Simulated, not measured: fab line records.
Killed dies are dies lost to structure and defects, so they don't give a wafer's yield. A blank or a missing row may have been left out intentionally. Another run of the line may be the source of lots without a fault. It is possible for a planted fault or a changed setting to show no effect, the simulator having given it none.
fab line records || flow sky130 || part 2 of 2: steps 33 to 45 of 45
record {"lots": 5, "wafers": 15, "last-day": 49}
route steps=708 shown NWELL@78 PWDE@84 VT_ADJUST_HVTP@85 VT_ADJUST_LVTN@97 VT_ADJUST_NCORE@119
lots that met no fault: from a run of the same line without faults
start-h: hours from the record's opening day to when the first of the lot's shown wafers began || wait-h: time in hours since the lot's previous step || " same as the row above || L1.1+2: several wafers, shown together as one row || - value missing, or start not given || * or withheld: withheld || < > ~ a bound
route shown NAME@n: a module of which the file shows steps, and the number in the route of the first || usual: the fault-free wafers' mean and standard deviation || same: alike in all rows || chamber/n: place in a boat || sites: the reading at each site || _std_site: standard deviation across them || _edge_site: the outer-site mean with the inner-site mean subtracted || radius-mm: for every site, how far away it sits from the centre of the wafer || mask NAME#n: copy n || behind: tool/chamber where the wafer was last shaped || hold: reason for holding the lot/hours on hold/outcome of the hold || device: the n, p or np transistor that did not switch || end of line: tests of these same wafers at the route's end || a step without rows: its recipe alone || killed: dies lost to structure and defects at the first sort, not the wafer's yield || map: shows each die of a wafer: x if killed, . if not, _ if none is there
set.NAME: setting as actually run; set.NAME@STEP: the setting as run at that earlier step || model.NAME: the simulator's own value behind a step, which no gauge read
lots at some steps of the route; a table a step, a row a wafer
services: when a tool's chamber went out of use (start-h, in hours from the record's first day, below 0 if earlier), for how many hours, and the reason
## steps
# step SKY_VT_ADJUST_LVTN_SOFTBAKE_14
# recipe {"temp-c": 90, "time-s": 60, "resist": "NOVOLAK"}
{"lot.wafer": "L076.1+5+6", "tool": "litho-track-03", "chamber": 0, "start-h": 167.29, "wait-h": 0.1}
{"lot.wafer": "L077.2+4+6", "tool": "litho-track-03", "chamber": 0, "start-h": 176.36, "wait-h": 0.1}
{"lot.wafer": "L089.1+3+4", "tool": "litho-track-03", "chamber": 0, "start-h": 248.69, "wait-h": 0.1}
{"lot.wafer": "L094.2+4+6", "tool": "litho-track-04", "chamber": 0, "start-h": 280.20, "wait-h": 0.1}
{"lot.wafer": "L096.1+4+5", "tool": "litho-track-04", "chamber": 0, "start-h": 290.02, "wait-h": 0.1}
# step SKY_VT_ADJUST_LVTN_EXPOSE_15
# recipe {"mask-id": "HVN_STD_DERIVED", "na": 0.6, "source-shape": "conventional", "sigma-outer": 0.6, "polarization": "unpolarized", "target-cd-nm": 600, "dose-mj": 163}
{"lot.wafer": "L076.1+5+6", "tool": "iline-stepper-02", "chamber": 0, "start-h": "-", "wait-h": "-", "mask": "HVN_STD_DERIVED#0"}
{"lot.wafer": "L077.2+4+6", "tool": "iline-stepper-01", "chamber": 0, "start-h": "-", "wait-h": "-", "mask": "HVN_STD_DERIVED#0"}
{"lot.wafer": "L089.1+3+4", "tool": "iline-stepper-02", "chamber": 0, "start-h": "-", "wait-h": "-", "mask": "HVN_STD_DERIVED#0"}
{"lot.wafer": "L094.2+4+6", "tool": "iline-stepper-01", "chamber": 0, "start-h": "-", "wait-h": "-", "mask": "HVN_STD_DERIVED#0"}
{"lot.wafer": "L096.1+4+5", "tool": "iline-stepper-01", "chamber": 0, "start-h": "-", "wait-h": "-", "mask": "HVN_STD_DERIVED#0"}
# step SKY_VT_ADJUST_LVTN_PEB_16
# recipe {"temp-c": "withheld", "time-s": "*", "resist": "NOVOLAK"}
{"lot.wafer": "L076.1+5+6", "tool": "litho-track-03", "chamber": 0, "start-h": "-", "wait-h": "-"}
{"lot.wafer": "L077.2+4+6", "tool": "litho-track-02", "chamber": 0, "start-h": "-", "wait-h": "-"}
{"lot.wafer": "L089.1+3+4", "tool": "litho-track-03", "chamber": 0, "start-h": "-", "wait-h": "-"}
{"lot.wafer": "L094.2+4+6", "tool": "litho-track-03", "chamber": 0, "start-h": "-", "wait-h": "-"}
{"lot.wafer": "L096.1+4+5", "tool": "litho-track-03", "chamber": 0, "start-h": "-", "wait-h": "-"}
# step SKY_VT_ADJUST_LVTN_DEVELOP_17
# recipe {"resist": "NOVOLAK", "developer": "TMAH", "develop-time-s": 60, "dev-temp-c": 23}
{"lot.wafer": "L076.1+5+6", "tool": "litho-track-03", "chamber": 0, "start-h": 176.99, "wait-h": 0.1}
{"lot.wafer": "L077.2+4+6", "tool": "litho-track-02", "chamber": 0, "start-h": 186.74, "wait-h": 0.1}
{"lot.wafer": "L089.1+3+4", "tool": "litho-track-03", "chamber": 0, "start-h": 260.54, "wait-h": 0.1}
{"lot.wafer": "L094.2+4+6", "tool": "litho-track-03", "chamber": 0, "start-h": 290.96, "wait-h": 0.1}
{"lot.wafer": "L096.1+4+5", "tool": "litho-track-03", "chamber": 0, "start-h": 302.04, "wait-h": 0.1}
# step SKY_VT_ADJUST_LVTN_OVL_MEAS_18
# usual {"VT_ADJUST_LVTN_01_OVL": "-0.3/1.3"}
{"lot.wafer": "L076.1", "tool": "overlay-02", "chamber": "-", "start-h": 177.14, "wait-h": 0.1, "VT_ADJUST_LVTN_01_OVL[nm]": -2.2}
{"lot.wafer": "L076.5", "tool": "overlay-02", "chamber": "-", "start-h": 177.14, "wait-h": 0.1, "VT_ADJUST_LVTN_01_OVL[nm]": 0.6}
{"lot.wafer": "L076.6", "tool": "overlay-02", "chamber": "-", "start-h": 177.14, "wait-h": 0.1, "VT_ADJUST_LVTN_01_OVL[nm]": 1.0}
{"lot.wafer": "L077.2", "tool": "overlay-01", "chamber": "-", "start-h": 186.87, "wait-h": 0.1, "VT_ADJUST_LVTN_01_OVL[nm]": -1.2}
{"lot.wafer": "L077.4", "tool": "overlay-01", "chamber": "-", "start-h": 186.87, "wait-h": 0.1, "VT_ADJUST_LVTN_01_OVL[nm]": -0.4}
{"lot.wafer": "L077.6", "tool": "overlay-01", "chamber": "-", "start-h": 186.87, "wait-h": 0.1, "VT_ADJUST_LVTN_01_OVL[nm]": -1.8}
{"lot.wafer": "L089.1", "tool": "overlay-02", "chamber": "-", "start-h": 260.69, "wait-h": 0.1, "VT_ADJUST_LVTN_01_OVL[nm]": 0.4}
{"lot.wafer": "L089.3", "tool": "overlay-02", "chamber": "-", "start-h": 260.69, "wait-h": 0.1, "VT_ADJUST_LVTN_01_OVL[nm]": 0.7}
{"lot.wafer": "L089.4", "tool": "overlay-02", "chamber": "-", "start-h": 260.69, "wait-h": 0.1, "VT_ADJUST_LVTN_01_OVL[nm]": 0.0}
{"lot.wafer": "L094.2", "tool": "overlay-01", "chamber": "-", "start-h": 291.09, "wait-h": 0.1, "VT_ADJUST_LVTN_01_OVL[nm]": -0.9}
{"lot.wafer": "L094.4", "tool": "overlay-01", "chamber": "-", "start-h": 291.09, "wait-h": 0.1, "VT_ADJUST_LVTN_01_OVL[nm]": 0.0}
{"lot.wafer": "L094.6", "tool": "overlay-01", "chamber": "-", "start-h": 291.09, "wait-h": 0.1, "VT_ADJUST_LVTN_01_OVL[nm]": -1.2}
{"lot.wafer": "L096.1", "tool": "overlay-02", "chamber": "-", "start-h": 302.19, "wait-h": 0.1, "VT_ADJUST_LVTN_01_OVL[nm]": 0.8}
{"lot.wafer": "L096.4", "tool": "overlay-02", "chamber": "-", "start-h": 302.19, "wait-h": 0.1, "VT_ADJUST_LVTN_01_OVL[nm]": 0.5}
{"lot.wafer": "L096.5", "tool": "overlay-02", "chamber": "-", "start-h": 302.19, "wait-h": 0.1, "VT_ADJUST_LVTN_01_OVL[nm]": 0.2}
# step SKY_VT_ADJUST_LVTN_IMPLANT_19
# recipe {"species": "B", "energy-kev": 30, "dose-cm2": 6.5e+11, "tilt-deg": "withheld"}
{"lot.wafer": "L076.1+5+6", "tool": "implanter-03", "chamber": 0, "start-h": 177.17, "wait-h": 0.0}
{"lot.wafer": "L077.2+4+6", "tool": "implanter-01", "chamber": 0, "start-h": 186.92, "wait-h": 0.0}
{"lot.wafer": "L089.1+3+4", "tool": "implanter-03", "chamber": 0, "start-h": 260.72, "wait-h": 0.0}
{"lot.wafer": "L094.2+4+6", "tool": "implanter-04", "chamber": 0, "start-h": 291.15, "wait-h": 0.0}
{"lot.wafer": "L096.1+4+5", "tool": "implanter-01", "chamber": 0, "start-h": 302.22, "wait-h": 0.0}
# step SKY_VT_ADJUST_LVTN_STRIP_20
# recipe {"chemistry": "O2/N2", "power-w": 1400, "pressure-mtorr": 1500, "platen-temp-c": "withheld", "o2-flow-sccm": 3000, "n2-flow-sccm": 300, "overash-fraction": 0.5}
# usual {"drypump-motor-current-A": "5.7/0.3", "oes-product-au": "0.716/0.0045", "strip-time-to-endpoint-s": "14.18/0.046"}
{"lot.wafer": "L076.1", "tool": "plasma-asher-02", "chamber": 1, "start-h": 177.32, "wait-h": 0.1, "drypump-motor-current-A": 5.3, "oes-product-au": 0.714, "rf-hours-counter-h": 45, "strip-time-to-endpoint-s": 14.08}
{"lot.wafer": "L076.5", "tool": "plasma-asher-02", "chamber": 1, "start-h": 177.32, "wait-h": 0.1, "drypump-motor-current-A": 5.4, "oes-product-au": 0.716, "rf-hours-counter-h": "-", "strip-time-to-endpoint-s": 14.10}
{"lot.wafer": "L076.6", "tool": "plasma-asher-02", "chamber": 0, "start-h": 177.32, "wait-h": 0.1, "drypump-motor-current-A": 6.2, "oes-product-au": 0.714, "rf-hours-counter-h": "-", "strip-time-to-endpoint-s": 14.10}
{"lot.wafer": "L077.2", "tool": "plasma-asher-04", "chamber": 0, "start-h": 187.05, "wait-h": 0.1, "drypump-motor-current-A": 5.3, "oes-product-au": 0.716, "rf-hours-counter-h": 40, "strip-time-to-endpoint-s": 14.13}
{"lot.wafer": "L077.4", "tool": "plasma-asher-04", "chamber": 0, "start-h": 187.05, "wait-h": 0.1, "drypump-motor-current-A": 5.3, "oes-product-au": 0.719, "rf-hours-counter-h": "-", "strip-time-to-endpoint-s": 14.09}
{"lot.wafer": "L077.6", "tool": "plasma-asher-04", "chamber": 0, "start-h": 187.05, "wait-h": 0.1, "drypump-motor-current-A": 5.3, "oes-product-au": 0.712, "rf-hours-counter-h": "-", "strip-time-to-endpoint-s": 14.14}
{"lot.wafer": "L089.1", "tool": "plasma-asher-04", "chamber": 0, "start-h": 260.87, "wait-h": 0.1, "drypump-motor-current-A": 5.3, "oes-product-au": 0.711, "rf-hours-counter-h": 48, "strip-time-to-endpoint-s": 14.23}
{"lot.wafer": "L089.3", "tool": "plasma-asher-04", "chamber": 0, "start-h": 260.87, "wait-h": 0.1, "drypump-motor-current-A": 5.3, "oes-product-au": 0.716, "rf-hours-counter-h": "-", "strip-time-to-endpoint-s": 14.19}
{"lot.wafer": "L089.4", "tool": "plasma-asher-04", "chamber": 1, "start-h": 260.87, "wait-h": 0.1, "drypump-motor-current-A": 5.8, "oes-product-au": 0.713, "rf-hours-counter-h": "-", "strip-time-to-endpoint-s": 14.18}
{"lot.wafer": "L094.2", "tool": "plasma-asher-04", "chamber": 0, "start-h": 291.27, "wait-h": 0.1, "drypump-motor-current-A": 5.3, "oes-product-au": 0.708, "rf-hours-counter-h": 51, "strip-time-to-endpoint-s": 14.19}
{"lot.wafer": "L094.4", "tool": "plasma-asher-04", "chamber": 0, "start-h": 291.27, "wait-h": 0.1, "drypump-motor-current-A": 5.3, "oes-product-au": 0.713, "rf-hours-counter-h": "-", "strip-time-to-endpoint-s": 14.19}
{"lot.wafer": "L094.6", "tool": "plasma-asher-04", "chamber": 0, "start-h": 291.27, "wait-h": 0.1, "drypump-motor-current-A": 5.3, "oes-product-au": 0.717, "rf-hours-counter-h": "-", "strip-time-to-endpoint-s": 14.21}
{"lot.wafer": "L096.1", "tool": "plasma-asher-01", "chamber": 0, "start-h": 302.37, "wait-h": 0.1, "drypump-motor-current-A": 5.6, "oes-product-au": 0.705, "rf-hours-counter-h": 63, "strip-time-to-endpoint-s": 14.26}
{"lot.wafer": "L096.4", "tool": "plasma-asher-01", "chamber": 0, "start-h": 302.37, "wait-h": 0.1, "drypump-motor-current-A": 5.6, "oes-product-au": 0.710, "rf-hours-counter-h": "-", "strip-time-to-endpoint-s": 14.22}
{"lot.wafer": "L096.5", "tool": "plasma-asher-01", "chamber": 0, "start-h": 302.37, "wait-h": 0.1, "drypump-motor-current-A": 5.5, "oes-product-au": 0.717, "rf-hours-counter-h": "-", "strip-time-to-endpoint-s": 14.21}
# step SKY_VT_ADJUST_LVTN_TW_MEAS_21
# usual {"VT_ADJUST_LVTN_2_TW": "188.9/0.7"}
{"lot.wafer": "L076.1", "tool": "film-metro-01", "chamber": "-", "start-h": 177.42, "wait-h": 0.1, "VT_ADJUST_LVTN_2_TW": 189.1}
{"lot.wafer": "L076.5", "tool": "film-metro-01", "chamber": "-", "start-h": 177.42, "wait-h": 0.1, "VT_ADJUST_LVTN_2_TW": 188.7}
{"lot.wafer": "L076.6", "tool": "film-metro-01", "chamber": "-", "start-h": 177.42, "wait-h": 0.1, "VT_ADJUST_LVTN_2_TW": 188.8}
{"lot.wafer": "L077.2", "tool": "film-metro-01", "chamber": "-", "start-h": 187.16, "wait-h": 0.1, "VT_ADJUST_LVTN_2_TW": 189.0}
{"lot.wafer": "L077.4", "tool": "film-metro-01", "chamber": "-", "start-h": 187.16, "wait-h": 0.1, "VT_ADJUST_LVTN_2_TW": 187.9}
{"lot.wafer": "L077.6", "tool": "film-metro-01", "chamber": "-", "start-h": 187.16, "wait-h": 0.1, "VT_ADJUST_LVTN_2_TW": 188.1}
{"lot.wafer": "L089.1", "tool": "film-metro-01", "chamber": "-", "start-h": 260.97, "wait-h": 0.1, "VT_ADJUST_LVTN_2_TW": 188.7}
{"lot.wafer": "L089.3", "tool": "film-metro-01", "chamber": "-", "start-h": 260.97, "wait-h": 0.1, "VT_ADJUST_LVTN_2_TW": 189.6}
{"lot.wafer": "L089.4", "tool": "film-metro-01", "chamber": "-", "start-h": 260.97, "wait-h": 0.1, "VT_ADJUST_LVTN_2_TW": 188.8}
{"lot.wafer": "L094.2", "tool": "film-metro-03", "chamber": "-", "start-h": 291.38, "wait-h": 0.1, "VT_ADJUST_LVTN_2_TW": 189.6}
{"lot.wafer": "L094.4", "tool": "film-metro-03", "chamber": "-", "start-h": 291.38, "wait-h": 0.1, "VT_ADJUST_LVTN_2_TW": 189.8}
{"lot.wafer": "L094.6", "tool": "film-metro-03", "chamber": "-", "start-h": 291.38, "wait-h": 0.1, "VT_ADJUST_LVTN_2_TW": 188.7}
{"lot.wafer": "L096.1", "tool": "film-metro-01", "chamber": "-", "start-h": 302.47, "wait-h": 0.1, "VT_ADJUST_LVTN_2_TW": 188.1}
{"lot.wafer": "L096.4", "tool": "film-metro-01", "chamber": "-", "start-h": 302.47, "wait-h": 0.1, "VT_ADJUST_LVTN_2_TW": 187.8}
{"lot.wafer": "L096.5", "tool": "film-metro-01", "chamber": "-", "start-h": 302.47, "wait-h": 0.1, "VT_ADJUST_LVTN_2_TW": 189.5}
# step SKY_VT_ADJUST_NCORE_DEHYDRATE_00
# recipe {"temp-c": 200, "time-s": 60}
{"lot.wafer": "L076.1+5+6", "tool": "litho-track-01", "chamber": 0, "start-h": 187.28, "wait-h": 9.8}
{"lot.wafer": "L077.2+4+6", "tool": "litho-track-02", "chamber": 0, "start-h": 197.34, "wait-h": 10.2}
{"lot.wafer": "L089.1+3+4", "tool": "litho-track-02", "chamber": 0, "start-h": 271.06, "wait-h": 10.1}
{"lot.wafer": "L094.2+4+6", "tool": "litho-track-04", "chamber": 0, "start-h": 303.40, "wait-h": 12.0}
{"lot.wafer": "L096.1+4+5", "tool": "litho-track-04", "chamber": 0, "start-h": 315.12, "wait-h": 12.6}
# step SKY_VT_ADJUST_NCORE_HMDS_01
# recipe {"prime-time-s": 60, "prime-temp-c": 120}
{"lot.wafer": "L076.1+5+6", "tool": "litho-track-01", "chamber": 0, "start-h": 187.43, "wait-h": 0.1}
{"lot.wafer": "L077.2+4+6", "tool": "litho-track-02", "chamber": 0, "start-h": 197.49, "wait-h": 0.1}
{"lot.wafer": "L089.1+3+4", "tool": "litho-track-02", "chamber": 0, "start-h": 271.21, "wait-h": 0.1}
{"lot.wafer": "L094.2+4+6", "tool": "litho-track-04", "chamber": 0, "start-h": 303.55, "wait-h": 0.1}
{"lot.wafer": "L096.1+4+5", "tool": "litho-track-04", "chamber": 0, "start-h": 315.27, "wait-h": 0.1}
# step SKY_VT_ADJUST_NCORE_COAT_02
# recipe {"resist": "NOVOLAK", "spin-rpm": 3000, "resist-thk-nm": 1140}
# usual {"dispense-pressure-kPa": "49.1/2.9"}
{"lot.wafer": "L076.1", "tool": "litho-track-01", "chamber": 0, "start-h": 187.58, "wait-h": 0.1, "dispense-pressure-kPa": 45.5}
{"lot.wafer": "L076.5", "tool": "litho-track-01", "chamber": 0, "start-h": 187.58, "wait-h": 0.1, "dispense-pressure-kPa": 45.5}
{"lot.wafer": "L076.6", "tool": "litho-track-01", "chamber": 0, "start-h": 187.58, "wait-h": 0.1, "dispense-pressure-kPa": 45.6}
{"lot.wafer": "L077.2", "tool": "litho-track-02", "chamber": 0, "start-h": 197.64, "wait-h": 0.1, "dispense-pressure-kPa": 52.8}
{"lot.wafer": "L077.4", "tool": "litho-track-02", "chamber": 0, "start-h": 197.64, "wait-h": 0.1, "dispense-pressure-kPa": 52.7}
{"lot.wafer": "L077.6", "tool": "litho-track-02", "chamber": 0, "start-h": 197.64, "wait-h": 0.1, "dispense-pressure-kPa": 52.7}
{"lot.wafer": "L089.1", "tool": "litho-track-02", "chamber": 0, "start-h": 271.36, "wait-h": 0.1, "dispense-pressure-kPa": 52.7}
{"lot.wafer": "L089.3", "tool": "litho-track-02", "chamber": 0, "start-h": 271.36, "wait-h": 0.1, "dispense-pressure-kPa": 52.7}
{"lot.wafer": "L089.4", "tool": "litho-track-02", "chamber": 0, "start-h": 271.36, "wait-h": 0.1, "dispense-pressure-kPa": 52.7}
{"lot.wafer": "L094.2", "tool": "litho-track-04", "chamber": 0, "start-h": 303.70, "wait-h": 0.1, "dispense-pressure-kPa": 49.5}
{"lot.wafer": "L094.4", "tool": "litho-track-04", "chamber": 0, "start-h": 303.70, "wait-h": 0.1, "dispense-pressure-kPa": 49.4}
{"lot.wafer": "L094.6", "tool": "litho-track-04", "chamber": 0, "start-h": 303.70, "wait-h": 0.1, "dispense-pressure-kPa": 49.4}
{"lot.wafer": "L096.1", "tool": "litho-track-04", "chamber": 0, "start-h": 315.42, "wait-h": 0.1, "dispense-pressure-kPa": 49.5}
{"lot.wafer": "L096.4", "tool": "litho-track-04", "chamber": 0, "start-h": 315.42, "wait-h": 0.1, "dispense-pressure-kPa": 49.5}
{"lot.wafer": "L096.5", "tool": "litho-track-04", "chamber": 0, "start-h": 315.42, "wait-h": 0.1, "dispense-pressure-kPa": 49.4}
# step SKY_VT_ADJUST_NCORE_SOFTBAKE_03
# recipe {"temp-c": 90, "time-s": 60, "resist": "NOVOLAK"}
{"lot.wafer": "L076.1+5+6", "tool": "litho-track-01", "chamber": 0, "start-h": 187.73, "wait-h": 0.1}
{"lot.wafer": "L077.2+4+6", "tool": "litho-track-02", "chamber": 0, "start-h": 197.79, "wait-h": 0.1}
{"lot.wafer": "L089.1+3+4", "tool": "litho-track-02", "chamber": 0, "start-h": 271.51, "wait-h": 0.1}
{"lot.wafer": "L094.2+4+6", "tool": "litho-track-04", "chamber": 0, "start-h": 303.85, "wait-h": 0.1}
{"lot.wafer": "L096.1+4+5", "tool": "litho-track-04", "chamber": 0, "start-h": 315.57, "wait-h": 0.1}
# step SKY_VT_ADJUST_NCORE_EXPOSE_04
# recipe {"mask-id": "LVTN_COMPLEMENT_THIN", "na": 0.6, "source-shape": "conventional", "sigma-outer": 0.6, "polarization": "unpolarized", "target-cd-nm": 380, "dose-mj": 139}
{"lot.wafer": "L076.1+5+6", "tool": "iline-stepper-01", "chamber": 0, "start-h": "-", "wait-h": "-", "mask": "LVTN_COMPLEMENT_THIN#0"}
{"lot.wafer": "L077.2+4+6", "tool": "iline-stepper-02", "chamber": 0, "start-h": "-", "wait-h": "-", "mask": "LVTN_COMPLEMENT_THIN#0"}
{"lot.wafer": "L089.1+3+4", "tool": "iline-stepper-01", "chamber": 0, "start-h": "-", "wait-h": "-", "mask": "LVTN_COMPLEMENT_THIN#0"}
{"lot.wafer": "L094.2+4+6", "tool": "iline-stepper-01", "chamber": 0, "start-h": "-", "wait-h": "-", "mask": "LVTN_COMPLEMENT_THIN#0"}
{"lot.wafer": "L096.1+4+5", "tool": "iline-stepper-02", "chamber": 0, "start-h": "-", "wait-h": "-", "mask": "LVTN_COMPLEMENT_THIN#0"}
## services
{"tool": "implanter-01", "chamber": "-", "start-h": 100.40, "hours": 3.4, "kind": "pm"}
{"tool": "plasma-asher-03", "chamber": "-", "start-h": 108.75, "hours": 9.0, "kind": "pm"}
{"tool": "plasma-asher-03", "chamber": 0, "start-h": 108.75, "hours": 9.0, "kind": "vent-cycle"}
{"tool": "plasma-asher-03", "chamber": 1, "start-h": 108.75, "hours": 9.0, "kind": "vent-cycle"}
{"tool": "implanter-03", "chamber": "-", "start-h": 116.11, "hours": 1.8, "kind": "repair"}
{"tool": "plasma-asher-03", "chamber": 0, "start-h": 117.75, "hours": "-", "kind": "clean"}
{"tool": "plasma-asher-03", "chamber": 1, "start-h": 117.75, "hours": "-", "kind": "clean"}
{"tool": "iline-stepper-02", "chamber": "-", "start-h": 118.72, "hours": 1.7, "kind": "pm"}
{"tool": "implanter-04", "chamber": "-", "start-h": 166.10, "hours": 2.2, "kind": "repair"}
{"tool": "iline-stepper-02", "chamber": "-", "start-h": 199.82, "hours": 4.4, "kind": "pm"}
{"tool": "plasma-asher-03", "chamber": "-", "start-h": 201.05, "hours": 3.7, "kind": "repair"}
{"tool": "iline-stepper-01", "chamber": "-", "start-h": 205.96, "hours": 1.6, "kind": "repair"}
{"tool": "plasma-asher-03", "chamber": "-", "start-h": 206.60, "hours": 14.6, "kind": "pm"}
{"tool": "implanter-01", "chamber": "-", "start-h": 207.01, "hours": 5.8, "kind": "repair"}
{"tool": "iline-stepper-02", "chamber": "-", "start-h": 226.91, "hours": 17.1, "kind": "repair"}
{"tool": "plasma-asher-01", "chamber": "-", "start-h": 229.97, "hours": 1.5, "kind": "repair"}
{"tool": "implanter-04", "chamber": "-", "start-h": 246.70, "hours": 5.2, "kind": "repair"}
{"tool": "implanter-04", "chamber": "-", "start-h": 257.29, "hours": 1.5, "kind": "repair"}
{"tool": "implanter-01", "chamber": "-", "start-h": 260.75, "hours": 1.9, "kind": "repair"}
{"tool": "iline-stepper-01", "chamber": "-", "start-h": 277.12, "hours": 1.7, "kind": "pm"}
{"tool": "wet-bench-03", "chamber": "-", "start-h": 288.99, "hours": 1.5, "kind": "repair"}
{"tool": "implanter-03", "chamber": "-", "start-h": 312.40, "hours": 12.3, "kind": "pm"}
